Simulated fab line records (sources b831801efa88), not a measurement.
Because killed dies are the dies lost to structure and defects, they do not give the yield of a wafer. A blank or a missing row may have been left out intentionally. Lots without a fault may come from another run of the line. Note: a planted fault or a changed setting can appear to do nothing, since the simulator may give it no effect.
Which tool did it? ; flow sky130 ; 13 lots with 39 wafers sampled at 2 steps, on a route of 708 steps

WHAT THE GAUGES READ, wafer by wafer
SKY_SONOS_ONO_THK_MEAS_03. Usual: for SONOS_ONO_CVD_02_THK the level is 10.47 nm and the standard deviation is 0.12.
lot;measured;on;SONOS_ONO_CVD_02_THK (nm);flag
L557;day 11 08:20;filmMetro-04;10.51 10.45 10.56;
L558;day 11 17:47;filmMetro-03;10.50 10.49 10.45;
L560;day 12 08:22;filmMetro-03;10.55 10.56 10.51;
L562;day 12 23:56;filmMetro-02;10.50 10.46 10.57;
L563;day 13 11:10;filmMetro-03;10.53 10.44 10.42;
L570;day 16 05:35;filmMetro-03;10.54 10.55 10.50;
L572;day 17 05:14;filmMetro-04;10.59 10.52 10.67;
L574;day 17 05:16;filmMetro-03;10.41 10.43 10.45;
L575;day 17 15:56;filmMetro-04;10.20 10.32 10.38;
L576;day 17 19:59;filmMetro-04;10.52 10.62 10.64;
L578;day 18 02:17;filmMetro-04;10.54 10.60 10.61;
L579;day 18 23:39;filmMetro-04;10.43 10.59 10.48;
L580;day 19 07:56;filmMetro-04;10.43 10.42 10.45;

SKY_SONOS_ONO_THK_MEAS_05. Usual: for SONOS_ONO_CVD_04_THK the level is 5.73 nm and the standard deviation is 0.12.
lot;measured;on;SONOS_ONO_CVD_04_THK (nm);flag
L557;day 11 09:39;filmMetro-04;5.59 5.64 5.59;
L558;day 11 19:06;filmMetro-04;5.80 5.86 5.87;
L560;day 12 09:41;filmMetro-03;5.73 5.75 5.64;
L562;day 13 01:14;filmMetro-03;5.76 5.70 5.72;
L563;day 13 12:29;filmMetro-02;5.95 6.00 5.87;
L570;day 16 06:53;filmMetro-02;5.66 5.61 5.61;
L572;day 17 08:22;filmMetro-03;5.68 5.66 5.65;
L574;day 17 08:25;filmMetro-04;5.80 5.86 5.98;
L575;day 17 17:17;filmMetro-03;5.73 5.76 5.69;
L576;day 17 21:18;filmMetro-04;5.74 5.79 5.71;
L578;day 18 03:36;filmMetro-04;5.84 5.74 5.84;
L579;day 19 00:58;filmMetro-04;5.79 5.91 5.84;
L580;day 19 09:15;filmMetro-03;5.69 5.76 5.70;

WHAT TOOL EACH LOT RAN ON (gives the tool, then ch and the chambers of the sampled wafers, and finally the start)
No process step before these readings appears in the record.

WHAT THE TOOLS THEMSELVES READ (means of the sampled wafers that have a number; where no wafer has one, the mark that the record gives instead)
The record holds no such reading with a usual standard deviation.

THE ANSWER, worked out from the rows above alone
Rule: lot off if the mean of its wafers having a number is beyond 3 standard deviations from the usual mean. Also off: a lot with no number at a reading for which 4 or more lots have one. The other lots that the step has rows for count as sound. After the gauges, taken in route order, come the tools' own readings; for these a lot's mean is taken, as printed above. The first step at which some lot is off is used, and at that step the reading that is off furthest; a lot without a number counts as furthest.
None of the lots is off at any reading shown; this tells nothing.

WHAT HAD BEEN PUT IN BY THE SIMULATOR
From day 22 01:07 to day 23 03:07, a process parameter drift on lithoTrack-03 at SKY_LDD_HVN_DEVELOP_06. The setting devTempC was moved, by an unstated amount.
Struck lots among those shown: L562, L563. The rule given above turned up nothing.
